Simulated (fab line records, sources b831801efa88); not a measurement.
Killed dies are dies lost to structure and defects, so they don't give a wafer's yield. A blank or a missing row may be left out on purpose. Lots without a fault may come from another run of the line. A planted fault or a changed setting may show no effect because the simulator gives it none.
Split-lot experiment | flow sky130 | 5 lots, 15 wafers read, on a route of 708 steps

THE SPLIT
At SKY_METAL5_METAL_ETCH_15 (etches the open film in Cl2/BCl3, stops on SiO2, target depth 1260 nm, time 252 s), the setting time_s was moved away from the recipe's 252 s on 6 of the 15 wafers read, by -9.9% to +12.7%. The other wafers ran this setting at the recipe's value.

The reading is taken at the split's own step.

THE READING
SiO2_of_VIA4_HDPCVD_00.thk_nm (the simulator's own value, which no gauge read), in nm, at SKY_METAL5_METAL_ETCH_15 (etches the open film in Cl2/BCl3, stops on SiO2, target depth 1260 nm, time 252 s). The file gives no usual value for it. The 9 wafers here that ran the recipe average 549.3 nm, standard deviation 1.2 nm.

wafer  | tool, chamber at the split | time_s as run, s | against the recipe | SiO2_of_VIA4_HDPCVD_00.thk_nm, nm | against lot-mates on the recipe
L074.1 | rie_metal-03, 1            | 281.3            | +11.6%             | 547.9                             | -2.6
L074.2 | rie_metal-03, 0            | 252              | recipe             | 551.6                             | -
L074.3 | rie_metal-03, 0            | 252              | recipe             | 550.2                             | -
L074.5 | rie_metal-03, 1            | 252              | recipe             | 549.8                             | -
L074.6 | rie_metal-03, 0            | 281.3            | +11.6%             | 547.9                             | -2.6
L075.1 | rie_metal-04, 1            | 268.8            | +6.7%              | 546.7                             | no lot-mate on the recipe
L075.6 | rie_metal-04, 1            | 268.8            | +6.7%              | 547.1                             | no lot-mate on the recipe
L076.1 | rie_metal-04, 0            | 252              | recipe             | 548.9                             | -
L076.2 | rie_metal-04, 1            | 252              | recipe             | 549.1                             | -
L076.5 | rie_metal-04, 1            | 252              | recipe             | 547.8                             | -
L083.1 | rie_metal-01, 1            | 252              | recipe             | 548.5                             | -
L083.4 | rie_metal-01, 0            | 284.1            | +12.7%             | 543.1                             | -5.0
L083.5 | rie_metal-01, 0            | 252              | recipe             | 547.8                             | -
L085.3 | rie_metal-04, 1            | 252              | recipe             | 549.8                             | -
L085.6 | rie_metal-04, 0            | 227              | -9.9%              | 551.5                             | +1.7

THE FIT
A straight line over all 15 wafers: SiO2_of_VIA4_HDPCVD_00.thk_nm changes by -0.26 nm for each +1% of time_s; r = -0.75; the points scatter about the line by 1.4 nm.
The same after taking each lot's own level away (the mean of its wafers on the recipe; 13 wafers): -0.261 nm for each +1%; r = -0.91; scatter 0.79 nm.
On that fit, the largest move of time_s shifts the reading by 3.3 nm.
The lots' own levels span 548.15 to 550.53 nm, that is 2.1 times the standard deviation above.
So the lot-to-lot level blurs the effect unless lot-mates are compared.
Check: with one of the wafers moved furthest among these (+12.7%) left out of the fit, the line predicts -2.73 nm for it against its lot-mates. It came out at -5.05 nm against them.

OTHER SPLITS ON THESE WAFERS
These wafers also went through other splits before the reading. Each is held against what the fit with the lots' levels taken away leaves over:
other split on the same wafers | wafers away from the commonest value | r with SiO2_of_VIA4_HDPCVD_00.thk_nm (lot level and that fit taken away)
SKY_VIA4_CVD_18 temp_c         | 6                                    | -0.37
SKY_METAL5_SPUTTER_03 power_w  | 3                                    | +0.06

THE WHOLE CHAIN: every reading that the file lists as answering this split, in the file's order
step                     | what it does                                                                      | reading                                                                           | change (the file's fit)               | r (the file's)
SKY_METAL5_METAL_ETCH_15 | etches the open film in Cl2/BCl3, stops on SiO2, target depth 1260 nm, time 252 s | NOVOLAK_of_METAL5_COAT_09.thk_nm (the simulator's own value, which no gauge read) | -7.48 nm for each +1% of the setting  | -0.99
SKY_METAL5_METAL_ETCH_15 | etches the open film in Cl2/BCl3, stops on SiO2, target depth 1260 nm, time 252 s | SiO2_of_VIA4_HDPCVD_00.thk_nm (the simulator's own value, which no gauge read)    | -0.275 nm for each +1% of the setting | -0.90
SKY_METAL5_STRIP_16      | strips in O2/N2                                                                   | strip_time_to_endpoint_s                                                          | withheld for each +1% of the setting  | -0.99

THE FILE'S OWN FIT
SiO2_of_VIA4_HDPCVD_00.thk_nm changes by -0.275 nm for each +1% of time_s, r = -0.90.
